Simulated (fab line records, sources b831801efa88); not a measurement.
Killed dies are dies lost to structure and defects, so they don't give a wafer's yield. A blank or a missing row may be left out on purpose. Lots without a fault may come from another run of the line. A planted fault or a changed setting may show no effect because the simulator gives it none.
Which tool did it? | flow sky130 | 14 lots, 42 wafers sampled, at 5 steps of a route of 708

WHAT THE GAUGES READ, wafer by wafer
The record holds no reading of a measuring or inspecting step that can be judged against a usual standard deviation.

WHICH TOOL RAN EACH LOT (tool, then ch and the chambers of the sampled wafers, then the start)
lot  | SKY_RES_PROTECT_EXPOSE_04           | SKY_VIA2_CVD_21               | SKY_METAL3_METAL_ETCH_18          | SKY_VIA3_CVD_21               | SKY_PAD_OPEN_PROBE_99
L156 | iline_stepper-01 ch 0, day 14 07:10 | cvd_w-01 ch 0,1, day 36 02:31 | rie_metal-02 ch 0,1, day 38 05:18 | cvd_w-01 ch 0,1, day 39 07:41 | -
L158 | iline_stepper-01 ch 0, day 15 08:11 | cvd_w-02 ch 0,1, day 36 23:07 | rie_metal-02 ch 0,1, day 39 02:19 | cvd_w-01 ch 0,1, day 40 05:20 | -
L159 | iline_stepper-02 ch 0, day 15 08:28 | cvd_w-02 ch 1, day 37 00:43   | rie_metal-04 ch 0,1, day 39 02:48 | cvd_w-01 ch 0,1, day 40 05:58 | -
L160 | iline_stepper-01 ch 0, day 15 13:04 | cvd_w-01 ch 0,1, day 37 09:10 | rie_metal-02 ch 0,1, day 39 10:26 | cvd_w-02 ch 0,1, day 40 12:59 | -
L161 | iline_stepper-01 ch 0, day 16 08:49 | cvd_w-01 ch 0,1, day 37 20:49 | rie_metal-01 ch 0, day 39 21:16   | cvd_w-01 ch 0,1, day 40 23:52 | prober-01, day 46 16:58
L162 | iline_stepper-01 ch 0, day 16 10:36 | cvd_w-01 ch 0,1, day 37 23:13 | rie_metal-02 ch 0,1, day 39 23:35 | cvd_w-02 ch 0,1, day 41 01:48 | prober-02, day 46 21:14
L166 | iline_stepper-02 ch 0, day 17 22:29 | cvd_w-02 ch 0,1, day 39 06:52 | rie_metal-01 ch 0,1, day 41 08:02 | cvd_w-02 ch 0,1, day 42 09:10 | -
L167 | iline_stepper-01 ch 0, day 18 03:14 | cvd_w-01 ch 0,1, day 39 07:08 | rie_metal-04 ch 0,1, day 41 09:04 | cvd_w-01 ch 0,1, day 42 09:58 | prober-01, day 47 23:56
L168 | iline_stepper-01 ch 0, day 18 19:50 | cvd_w-01 ch 1, day 39 22:01   | rie_metal-04 ch 0,1, day 41 23:28 | cvd_w-01 ch 0,1, day 42 23:40 | prober-02, day 48 11:29
L171 | iline_stepper-02 ch 0, day 21 20:21 | cvd_w-01 ch 0,1, day 42 01:52 | rie_metal-04 ch 0,1, day 43 23:49 | cvd_w-02 ch 0, day 44 23:31   | -
L173 | iline_stepper-02 ch 0, day 21 20:50 | cvd_w-01 ch 0,1, day 42 10:19 | rie_metal-04 ch 0,1, day 44 09:16 | cvd_w-01 ch 0,1, day 45 08:52 | -
L174 | iline_stepper-02 ch 0, day 21 20:58 | cvd_w-02 ch 0, day 42 08:02   | rie_metal-01 ch 0,1, day 44 05:27 | cvd_w-02 ch 0,1, day 45 05:05 | -
L176 | iline_stepper-02 ch 0, day 22 04:02 | cvd_w-01 ch 0, day 42 12:28   | rie_metal-04 ch 0,1, day 44 09:58 | cvd_w-02 ch 0,1, day 45 09:10 | -
L179 | iline_stepper-02 ch 0, day 23 01:02 | cvd_w-01 ch 0,1, day 42 21:34 | rie_metal-04 ch 0,1, day 44 19:40 | cvd_w-02 ch 0,1, day 45 19:16 | -
- SKY_RES_PROTECT_EXPOSE_04: exposes mask RPM, target cd 1270 nm.
- SKY_VIA2_CVD_21: deposits W, target thk 420 nm, time 126.4 s.
- SKY_METAL3_METAL_ETCH_18: etches the open film in Cl2/BCl3, stops on SiO2, target depth 845 nm, time 183.1 s.
- SKY_VIA3_CVD_21: deposits W, target thk 390 nm, time 117.31 s.
- SKY_PAD_OPEN_PROBE_99

WHAT THE TOOLS THEMSELVES READ (means of the sampled wafers that have a number; where no wafer has one, the mark that the record gives instead)
SKY_VIA2_CVD_21. Usual: heater_power_w 847 W, standard deviation 41.
lot  | tool     | heater_power_w (W) | flag
L156 | cvd_w-01 | 818                |
L158 | cvd_w-02 | 934                |
L159 | cvd_w-02 | 951                |
L160 | cvd_w-01 | 815                |
L161 | cvd_w-01 | 815                |
L162 | cvd_w-01 | 835                |
L166 | cvd_w-02 | 836                |
L167 | cvd_w-01 | 813                |
L168 | cvd_w-01 | 836                |
L171 | cvd_w-01 | 819                |
L173 | cvd_w-01 | 825                |
L174 | cvd_w-02 | 840                |
L176 | cvd_w-01 | 813                |
L179 | cvd_w-01 | 837                |

SKY_METAL3_METAL_ETCH_18. Usual: drypump_motor_current_A 5.7 A, standard deviation 0.37; oes_product_au 0.866 a.u., standard deviation 0.007; throttle_valve_pct 22.265 %, standard deviation 0.0092.
lot  | tool         | drypump_motor_current_A (A) | oes_product_au (a.u.) | throttle_valve_pct (%) | flag
L156 | rie_metal-02 | 5.6                         | 0.863                 | 22.269                 |
L158 | rie_metal-02 | 5.6                         | 0.867                 | 22.264                 |
L159 | rie_metal-04 | 5.9                         | 0.863                 | 22.261                 |
L160 | rie_metal-02 | 5.6                         | 0.861                 | 22.258                 |
L161 | rie_metal-01 | 6.3                         | 0.874                 | 22.259                 |
L162 | rie_metal-02 | 5.6                         | 0.870                 | 22.264                 |
L166 | rie_metal-01 | 5.4                         | 0.869                 | 22.269                 |
L167 | rie_metal-04 | 5.9                         | 0.869                 | 22.268                 |
L168 | rie_metal-04 | 5.8                         | 0.864                 | 22.258                 |
L171 | rie_metal-04 | 5.9                         | 0.865                 | 22.259                 |
L173 | rie_metal-04 | 5.8                         | 0.872                 | 22.257                 |
L174 | rie_metal-01 | 5.9                         | 0.870                 | 22.268                 |
L176 | rie_metal-04 | 5.8                         | 0.869                 | 22.258                 |
L179 | rie_metal-04 | 5.8                         | 0.871                 | 22.268                 |

SKY_VIA3_CVD_21. Usual: heater_power_w 836 W, standard deviation 17.
lot  | tool     | heater_power_w (W) | flag
L156 | cvd_w-01 | 804                |
L158 | cvd_w-01 | 821                |
L159 | cvd_w-01 | 835                |
L160 | cvd_w-02 | 844                |
L161 | cvd_w-01 | 825                |
L162 | cvd_w-02 | 852                |
L166 | cvd_w-02 | 855                |
L167 | cvd_w-01 | 830                |
L168 | cvd_w-01 | 830                |
L171 | cvd_w-02 | 835                |
L173 | cvd_w-01 | 832                |
L174 | cvd_w-02 | 847                |
L176 | cvd_w-02 | 847                |
L179 | cvd_w-02 | 856                |

SKY_PAD_OPEN_PROBE_99. Usual: killed_at_M0_to_M3 42, standard deviation 6.3; killed_at_M4_up 3.2, standard deviation 1.9; killed_at_contacts 24, standard deviation 5.8; killed_at_front_end 15, standard deviation 4.3; killed_at_other 0.2, standard deviation 0.62; killed_dies 85, standard deviation 9.3; killed_on_rim 16, standard deviation 3.3; killed_open 46, standard deviation 6.8; killed_short 38, standard deviation 6.1.
lot  | tool      | killed_at_M0_to_M3 | killed_at_M4_up | killed_at_contacts | killed_at_front_end | killed_at_other | killed_dies | killed_on_rim | killed_open | killed_short | flag
L161 | prober-01 | 41                 | 2.7             | 20                 | 16                  | 52.0            | 132         | 27            | 39          | 40           | OFF
L162 | prober-02 | 39                 | 2.0             | 17                 | 11                  | 54.7            | 124         | 27            | 36          | 34           | OFF
L167 | prober-01 | 37                 | 2.7             | 28                 | 15                  | 53.3            | 135         | 28            | 46          | 36           | OFF
L168 | prober-02 | 36                 | 1.7             | 23                 | 15                  | 54.0            | 129         | 25            | 40          | 34           | OFF

THE ANSWER, worked out from the rows above alone
Rule: a lot is off if the mean of its wafers that have a number lies more than 3 standard deviations from the usual mean. A lot without any number at a reading at which 4 lots or more have one is off too. The other lots that the step has rows for count as sound. The gauges are gone through in route order, then the tools' own readings, and for those a lot's mean is taken as printed above. The first step at which some lot is off is used, and at that step the reading that is off furthest; a lot without a number counts as furthest.
Off: L161, L162, L167, L168, at SKY_PAD_OPEN_PROBE_99 (killed_at_other). Neither off nor sound, because the step has no rows for them: L156, L158, L159, L160, L166, L171, L173, L174, L176, L179.
A tool fits if, at that step or a process step before it, it ran every lot that is off, and no sound lot after the first of them. Can't be told from this: 2 tools fit, iline_stepper-01 at SKY_RES_PROTECT_EXPOSE_04, cvd_w-01 at SKY_VIA2_CVD_21.

WHAT THE SIMULATOR HAD PUT IN
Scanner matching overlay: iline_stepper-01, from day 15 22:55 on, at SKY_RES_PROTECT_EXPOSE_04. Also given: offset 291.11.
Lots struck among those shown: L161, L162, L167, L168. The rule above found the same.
